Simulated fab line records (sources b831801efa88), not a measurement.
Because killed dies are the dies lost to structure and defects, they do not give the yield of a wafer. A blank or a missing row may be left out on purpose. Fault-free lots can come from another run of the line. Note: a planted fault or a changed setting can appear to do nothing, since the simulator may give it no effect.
A lot that was struck, set against a sound lot / flow sky130 / 42 steps out of a route of 708
Sound: wafers L836.2, L836.5, L836.6. Wafers struck: L848.1, L848.2, L848.6. The cause comes at the end.
Per side, at each step with rows, come the tool, then ch with its chambers, and then its first start. Under that, the readings that differ: sound wafers / struck wafers / difference of the means / sigmas: that difference in standard deviations of wafers without a fault.
alike: words and numbers the same on both sides, and readings whose means are apart by under 2 such deviations; not compared: readings that were withheld, readings missing a value for some wafer, numbers with overlapping values and no deviation given by the record, and bounds like >300 which may hide the same value.
A row with sigmas, a row that says differs or no value, or rows on one side alone: a step with any of these is where the two part. Numbers that don't overlap but have no deviation are shown without sigmas and don't part them. Lack of a reading on every wafer of one side parts them only where that side has two or more wafers.

first, 2 steps without rows for these wafers: SKY_NWELL_IMPLANT_12; SKY_NWELL_IMPLANT_13.
SKY_NWELL_STRIP_14: strips in O2/N2.
  sound on plasma asher-04 ch 0,1, day 6 02:53; struck on plasma asher-04 ch 0,1, day 9 03:03
  alike: drypump motor current A, oes product au, strip time to endpoint s
  not compared: rf hours counter h
SKY_NWELL_TW_MEAS_15:
  sound: film metro-01 at day 6 03:00; struck: film metro-03 at day 9 03:09
reading=NWELL_TW; sound=1847 1847 1841; struck=1822 1806 1813; difference=-31; sigmas=-2
then, 7 steps without rows for these wafers: SKY_NWELL_DEHYDRATE_16 (time 60 s); SKY_NWELL_HMDS_17 (prime time 60 s); SKY_NWELL_COAT_18 (resist thk 3000 nm); SKY_NWELL_SOFTBAKE_19; SKY_NWELL_EXPOSE_20 (exposes mask NWM COMPLEMENT, target cd 840 nm); SKY_NWELL_PEB_21; SKY_NWELL_DEVELOP_22 (develop time 60 s).
SKY_NWELL_OVL_MEAS_23:
  sound: overlay-01 at day 6 21:43; struck: overlay-01 at day 10 01:34
  alike: NWELL_01_OVL
SKY_NWELL_IMPLANT_24:
  sound on implanter-03 ch 0, day 6 21:46; struck on implanter-02 ch 0, day 10 01:36
  alike: beam on s, end station pressure torr
SKY_NWELL_STRIP_25: strips in O2/N2.
  sound on plasma asher-01 ch 0,1, day 6 21:53; struck on plasma asher-03 ch 0,1, day 10 01:45
reading=drypump motor current A (A); sound=5.08 5.09 5.15; struck=5.78 5.41 5.80; difference=+0.56; sigmas=+2
  alike: oes product au, strip time to endpoint s
  not compared: rf hours counter h
SKY_NWELL_TW_MEAS_26:
  sound: film metro-04 at day 6 22:00; struck: film metro-01 at day 10 01:51
reading=NWELL_2_TW; sound=496 497 501; struck=488 488 490; difference=-9; sigmas=-2
then, 1 step without rows for these wafers: SKY_NWELL_CLEAN_27 (cleans in SC1/SC2, time 155.1 s).
SKY_NWELL_RTA_28: time 30 s.
  sound on rtp anneal-01 ch 0, day 6 22:07; struck on rtp anneal-01 ch 0, day 10 01:58
  alike: lamp power pct, wafer_temp_C_max
SKY_NWELL_RS_MEAS_29: measures by four-point-probe.
  sound: film metro-01 at day 6 22:13; struck: film metro-03 at day 10 02:04
  alike: NWELL_RS
SKY_NWELL_RS_MEAS_31: measures by four-point-probe.
  sound: film metro-01 at day 6 22:28; struck: film metro-03 at day 10 02:18
  alike: PWDE_RS
then, 7 steps without rows for these wafers: SKY_VT_ADJUST_HVTP_DEHYDRATE_00 (time 60 s); SKY_VT_ADJUST_HVTP_HMDS_01 (prime time 60 s); SKY_VT_ADJUST_HVTP_COAT_02 (resist thk 1140 nm); SKY_VT_ADJUST_HVTP_SOFTBAKE_03 (time 60 s); SKY_VT_ADJUST_HVTP_EXPOSE_04 (exposes mask HVTPM, target cd 380 nm); SKY_VT_ADJUST_HVTP_PEB_05; SKY_VT_ADJUST_HVTP_DEVELOP_06 (develop time 60 s).
SKY_VT_ADJUST_HVTP_CD_MEAS_07 targets a cd of 380 nm.
  sound: cd sem-02 at day 7 18:17; struck: cd sem-02 at day 11 01:10
  alike: cd nm
SKY_VT_ADJUST_HVTP_OVL_MEAS_08:
  sound: overlay-01 at day 7 18:23; struck: overlay-02 at day 11 01:17
  alike: VT_ADJUST_HVTP_OVL
following that, these wafers have no rows for 1 step: SKY_VT_ADJUST_HVTP_IMPLANT_09.
SKY_VT_ADJUST_HVTP_STRIP_10: strips in O2/N2.
  sound on plasma asher-04 ch 0,1, day 7 18:34; struck on plasma asher-02 ch 0,1, day 11 01:28
  alike: drypump motor current A, oes product au, strip time to endpoint s
  not compared: rf hours counter h
SKY_VT_ADJUST_HVTP_TW_MEAS_11:
  sound: film metro-01 at day 7 18:41; struck: film metro-01 at day 11 01:34
  alike: VT_ADJUST_HVTP_TW
then, 7 steps without rows for these wafers: SKY_VT_ADJUST_LVTN_DEHYDRATE_00 (time 60 s); SKY_VT_ADJUST_LVTN_HMDS_01 (prime time 60 s); SKY_VT_ADJUST_LVTN_COAT_02 (resist thk 3000 nm); SKY_VT_ADJUST_LVTN_SOFTBAKE_03; SKY_VT_ADJUST_LVTN_EXPOSE_04 (exposes mask NWM COMPLEMENT LESS NATIVE, target cd 840 nm); SKY_VT_ADJUST_LVTN_PEB_05; SKY_VT_ADJUST_LVTN_DEVELOP_06 (develop time 60 s).
SKY_VT_ADJUST_LVTN_OVL_MEAS_07:
  sound: overlay-01 at day 8 14:40; struck: overlay-02 at day 12 01:11
  alike: VT_ADJUST_LVTN_OVL
following that, these wafers have no rows for 1 step: SKY_VT_ADJUST_LVTN_IMPLANT_08.
SKY_VT_ADJUST_LVTN_STRIP_09: strips in O2/N2.
  sound on plasma asher-03 ch 0,1, day 8 14:50; struck on plasma asher-03 ch 0,1, day 12 01:23
  alike: drypump motor current A, oes product au, strip time to endpoint s
  not compared: rf hours counter h
-- a jump in the record: the struck wafers' starts before and after are 38 days apart (it breaks off in module VT_ADJUST_LVTN and resumes in module PAD_OPEN, where the first step shown is number 708 of the route) --
SKY_PAD_OPEN_PROBE_99:
  sound: prober-02 at day 47 08:37; struck: prober-01 at day 50 00:17
reading=model.etest.pfet_16v.r on ohm um; sound=1.474e+04 1.449e+04 1.496e+04; struck=1.62e+04 1.593e+04 1.607e+04; difference=+1.34e+03; sigmas=
reading=model.etest.res pwell under gate.rs ohm sq; sound=2280 2270 2283; struck=2415 2394 2409; difference=+128; sigmas=
reading=model.etest.res pwell under gate.rs ohm sq range; sound=69.38 49.04 61.76; struck=162.6 155.8 172.5; difference=+103.6; sigmas=
reading=model.etest.pfet_16v.drive ua um; sound=252.2 254.8 249.4; struck=231.1 234.7 234; difference=-18.9; sigmas=
  alike: killed_at_M0_to_M3, killed_at_M4_up, killed at contacts, killed at front end, killed at other, killed dies, killed open, killed short
  not compared: model.etest.res pwell under gate.rs ohm sq rim less centre, model.etest.field n.vt v

WHERE THEY PART
Earliest at SKY_NWELL_TW_MEAS_15; latest, in this record, at SKY_NWELL_TW_MEAS_26. Later steps at which nothing parts them and some readings are alike: SKY_NWELL_RTA_28, SKY_NWELL_RS_MEAS_29, SKY_NWELL_RS_MEAS_31, SKY_VT_ADJUST_HVTP_CD_MEAS_07, SKY_VT_ADJUST_HVTP_OVL_MEAS_08, SKY_VT_ADJUST_HVTP_STRIP_10, SKY_VT_ADJUST_HVTP_TW_MEAS_11, SKY_VT_ADJUST_LVTN_OVL_MEAS_07, SKY_VT_ADJUST_LVTN_STRIP_09, SKY_PAD_OPEN_PROBE_99.

WHY: what the simulator had put in
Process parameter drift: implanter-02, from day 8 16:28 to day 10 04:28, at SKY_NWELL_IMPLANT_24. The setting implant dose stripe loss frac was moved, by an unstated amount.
